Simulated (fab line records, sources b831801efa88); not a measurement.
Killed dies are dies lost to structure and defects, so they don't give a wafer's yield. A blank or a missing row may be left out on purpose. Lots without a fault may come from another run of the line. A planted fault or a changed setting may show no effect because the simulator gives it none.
One fault seen from 2 desks | flow gf180mcu | each desk has only its own numbers; what lay behind them comes last

THE METROLOGY DESK
What the gauges read, lot by lot, whatever tool the lot ran on: means of the sampled wafers that have a number. A lot is out of limits, marked OUT, if its mean lies more than 4 standard deviations from the usual mean; the brackets give that distance.
Columns: A = V4_W_THK at GF_V4_THK_MEAS_25, usual 350 nm
lot  | first seen here | A
L306 | day 24 08:59    | 358
L307 | day 24 21:24    | 347
L308 | day 26 00:10    | 349
L309 | day 26 00:59    | 353
L314 | day 27 18:35    | 344
L315 | day 27 21:52    | 359
L316 | day 28 00:08    | 353
L317 | day 28 15:29    | 345
L318 | day 28 17:30    | 357
L320 | day 29 08:36    | 345
L328 | day 31 08:30    | 351
L329 | day 32 00:38    | 351
This desk's finding: nothing out of limits on any of the 12 lots.

THE TOOL OWNER'S DESK: iline_stepper-01
The tool's own readings at GF_HV_LDD_EXPOSE_43 (exposes mask Pplus HV AREA, target cd 400 nm): means of the sampled wafers that have a number, for each lot that ran on this tool. A lot is out of limits, marked OUT, if its mean lies more than 4 standard deviations from the usual mean; the brackets give that distance.
Columns: A = exposure_dose_mJ_cm2 at GF_HV_LDD_EXPOSE_43, usual 140.01; B = focus_offset_nm at GF_HV_LDD_EXPOSE_43, usual 0.1 nm
lot  | first seen here | A      | B
L306 | day 11 22:40    | 139.92 | 0.2
L307 | day 12 08:58    | 140.14 | 0.2
L314 | day 14 23:17    | 139.91 | 0.4
L315 | day 15 03:30    | 140.01 | -0.3
L317 | day 15 20:41    | 140.06 | -0.1
L318 | day 16 04:31    | 139.99 | 0.2
L328 | day 19 08:43    | 139.80 | -0.1
L329 | day 19 23:34    | 139.95 | 0.1
This desk's finding: nothing out of limits on any of the 8 lots.

PUT TOGETHER
The metrology desk saw nothing out of limits.
The tool owner's desk saw nothing out of limits.

WHAT THE SIMULATOR HAD PUT IN
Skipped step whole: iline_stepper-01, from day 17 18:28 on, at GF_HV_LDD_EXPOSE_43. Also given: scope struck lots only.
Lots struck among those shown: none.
